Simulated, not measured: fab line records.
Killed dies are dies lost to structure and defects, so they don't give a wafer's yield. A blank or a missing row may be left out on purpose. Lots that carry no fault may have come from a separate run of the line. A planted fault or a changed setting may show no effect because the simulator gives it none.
Comparing a struck lot with a sound one || flow sky130 || 43 steps out of a route of 708
Sound: the wafers L197.1, L197.2, L197.4. Wafers L200.1, L200.3, L200.6 were the ones struck. The cause is given at the end.
Per side, at each step with rows, come the tool, then ch with its chambers, and then its first start. Under that, the readings that differ: sound wafers || struck wafers || difference of the means || sigmas: that difference in standard deviations of wafers without a fault.
alike: a reading whose means differ by less than 2 such deviations, as well as words and numbers matching on both sides. not compared: withheld readings; readings where some wafer has no value; bounds like >300 that might hide an equal value; numbers whose values overlap and for which the record gives no deviation.
The two part at a step that has a row with sigmas, a row that says differs or no value, or rows on one side only. Numbers that don't overlap but have no deviation are shown without sigmas and don't part them. A reading missing from all wafers of one side parts the sides only when that side holds two or more wafers.

SKY_GATE_OXIDE_TW_MEAS_14:
  sound on film metro-02 at day 15 06:29; struck on film metro-01 at day 16 12:02
{"reading": "GATE_OXIDE_TW", "sound": "223.1 222.7 222.0", "struck": "226.7 226.6 227.4", "difference": "+4.3", "sigmas": "+4"}
then, 3 steps without rows for these wafers: SKY_GATE_OXIDE_CLEAN_15 (cleans in SC1/SC2, time 150 s); SKY_GATE_OXIDE_OXIDATION_16 (stabilise 600 s, purge 300 s, target thk 3.57 nm); SKY_POLY_GATE_CVD_00 (deposits poly-Si, target thk 180 nm, time 720 s).
SKY_POLY_GATE_THK_MEAS_01:
  sound on film metro-04 at day 15 11:19; struck on film metro-01 at day 16 15:00
  alike: POLY_GATE_CVD_00_THK
then, 7 steps without rows for these wafers: SKY_RES_PROTECT_DEHYDRATE_00 (time 60 s); SKY_RES_PROTECT_HMDS_01 (prime time 60 s); SKY_RES_PROTECT_COAT_02 (resist thk 1140 nm); SKY_RES_PROTECT_SOFTBAKE_03 (time 60 s); SKY_RES_PROTECT_EXPOSE_04 (exposes mask RPM, target cd 1270 nm); SKY_RES_PROTECT_PEB_05; SKY_RES_PROTECT_DEVELOP_06 (develop time 60 s).
SKY_POLY_GATE_IMPLANT_02:
  sound on implanter-04 ch 0, day 16 15:03; struck on implanter-04 ch 0, day 17 18:54
SKY_RES_PROTECT_STRIP_07: strips in O2/N2.
  sound on plasma asher-02 ch 0,1, day 16 15:12; struck on plasma asher-03 ch 0,1, day 17 19:03
  alike: drypump motor current A, oes product au, strip time to endpoint s
  not compared: rf hours counter h
SKY_RES_PROTECT_TW_MEAS_08:
  sound on film metro-01 at day 16 15:18; struck on film metro-01 at day 17 19:09
{"reading": "POLY_GATE_TW", "sound": "4086 4085 4099", "struck": "4068 4044 4024", "difference": -45, "sigmas": -2}
then, 2 steps without rows for these wafers: SKY_RES_PROTECT_CLEAN_09 (cleans in SC1/SC2, time 150 s); SKY_POLY_GATE_CVD_03 (deposits Si3N4 from DCS/NH3, target thk 75 nm, time 1290 s).
SKY_POLY_GATE_THK_MEAS_04:
  sound on film metro-04 at day 16 17:16; struck on film metro-01 at day 17 22:08
  alike: POLY_GATE_CVD_03_THK
then, 8 steps without rows for these wafers: SKY_POLY_GATE_DEHYDRATE_05 (time 60 s); SKY_POLY_GATE_HMDS_06 (prime time 60 s); SKY_POLY_GATE_COAT_07 (resist thk 110 nm); SKY_POLY_GATE_COAT_08 (resist thk 450 nm); SKY_POLY_GATE_SOFTBAKE_09 (time 90 s); SKY_POLY_GATE_EXPOSE_10 (exposes mask P1M, target cd 150 nm); SKY_POLY_GATE_PEB_11; SKY_POLY_GATE_DEVELOP_12 (develop time 60 s).
SKY_POLY_GATE_CD_MEAS_13 targets a cd of 150 nm.
  sound on cd sem-01 at day 17 21:52; struck on cd sem-02 at day 19 03:54
  alike: cd nm
SKY_POLY_GATE_OVL_MEAS_14:
  sound on overlay-01 at day 17 21:59; struck on overlay-01 at day 19 04:01
  alike: POLY_GATE_OVL
SKY_POLY_GATE_ETCH_15: etches BARC in N2/H2, stops on SiO2, time 118.5 s, target depth 110 nm.
  sound on rie diel-04 ch 1,2,3, day 17 22:01; struck on rie diel-01 ch 1,3, day 19 04:04
  alike: drypump motor current A, oes product au, throttle valve pct
  not compared: rf hours counter h
SKY_POLY_GATE_ETCH_16: etches Si3N4 in CH3F/O2, stops on poly-Si, time 147.5 s, target depth 75 nm.
  sound on rie diel-04 ch 1,2,3, day 17 22:06; struck on rie diel-01 ch 1,3, day 19 04:08
  alike: drypump motor current A, oes product au, throttle valve pct
  not compared: rf hours counter h
SKY_POLY_GATE_ETCH_17: etches poly-Si in HBr/Cl2, stops on SiO2, target depth 180 nm, time 70.5 s.
  sound on rie si-01 ch 0,1,3, day 17 22:12; struck on rie si-01 ch 0,1,3, day 19 04:14
  alike: drypump motor current A, mfc cl2 sccm, oes product au, throttle valve pct
  not compared: rf hours counter h
SKY_POLY_GATE_STRIP_18: strips in O2/N2.
  sound on plasma asher-01 ch 0,1, day 17 22:15; struck on plasma asher-04 ch 0,1, day 19 04:17
{"reading": "drypump motor current A (A)", "sound": "4.8 5.7 4.8", "struck": "5.8 6.8 6.8", "difference": "+1.4", "sigmas": "+2"}
  alike: oes product au, strip time to endpoint s
  not compared: rf hours counter h
then, 2 steps without rows for these wafers: SKY_POLY_GATE_CLEAN_19 (cleans in SC1/SC2, time 150 s); SKY_POLY_GATE_OXIDATION_20 (stabilise 600 s, purge 300 s, target thk 4 nm).
SKY_POLY_GATE_THK_MEAS_21:
  sound on film metro-03 at day 18 00:05; struck on film metro-04 at day 19 06:33
  alike: POLY_GATE_OXIDATION_THK
SKY_POLY_GATE_CD_MEAS_22:
  sound on cd sem-01 at day 18 00:09; struck on cd sem-02 at day 19 06:40
  alike: cd nm
then, 6 steps without rows for these wafers: SKY_LDD_N_DEHYDRATE_00 (time 60 s); SKY_LDD_N_HMDS_01 (prime time 60 s); SKY_LDD_N_COAT_02 (resist thk 300 nm); SKY_LDD_N_SOFTBAKE_03 (time 60 s); SKY_LDD_N_EXPOSE_04 (exposes mask NTM, target cd 840 nm); SKY_LDD_N_PEB_05.
-- the record jumps here: 28 days lie between the struck wafers' starts before and after (it left off in module LDD_N and takes up again in module PAD_OPEN, whose first step shown is number 708 of the route) --
SKY_PAD_OPEN_PROBE_99:
  sound on prober-01 at day 46 21:10; struck on prober-01 at day 47 16:11
{"reading": "model.etest.res poly.rs ohm sq rim less centre", "sound": "0.8292 -0.5427 0.2164", "struck": "-2.531 -2.338 -2.111", "difference": -2.494, "sigmas": ""}
{"reading": "model.etest.res poly.rs ohm sq range", "sound": "1.602 1.387 1.25", "struck": "2.804 2.505 2.522", "difference": "+1.197", "sigmas": ""}
{"reading": "model.etest.res poly.rs ohm sq", "sound": "48.8 49.06 49.32", "struck": "47.81 48.24 48.37", "difference": -0.92, "sigmas": ""}
  alike: killed_at_M0_to_M3, killed_at_M4_up, killed at contacts, killed at front end, killed at other, killed dies, killed open, killed short

## WHERE THEY PART
At SKY_GATE_OXIDE_TW_MEAS_14 first; at SKY_POLY_GATE_STRIP_18 last (within this record only). Later steps at which nothing parts them and some readings are alike: SKY_POLY_GATE_THK_MEAS_21, SKY_POLY_GATE_CD_MEAS_22, SKY_PAD_OPEN_PROBE_99.

WHY: what had been put in by the simulator
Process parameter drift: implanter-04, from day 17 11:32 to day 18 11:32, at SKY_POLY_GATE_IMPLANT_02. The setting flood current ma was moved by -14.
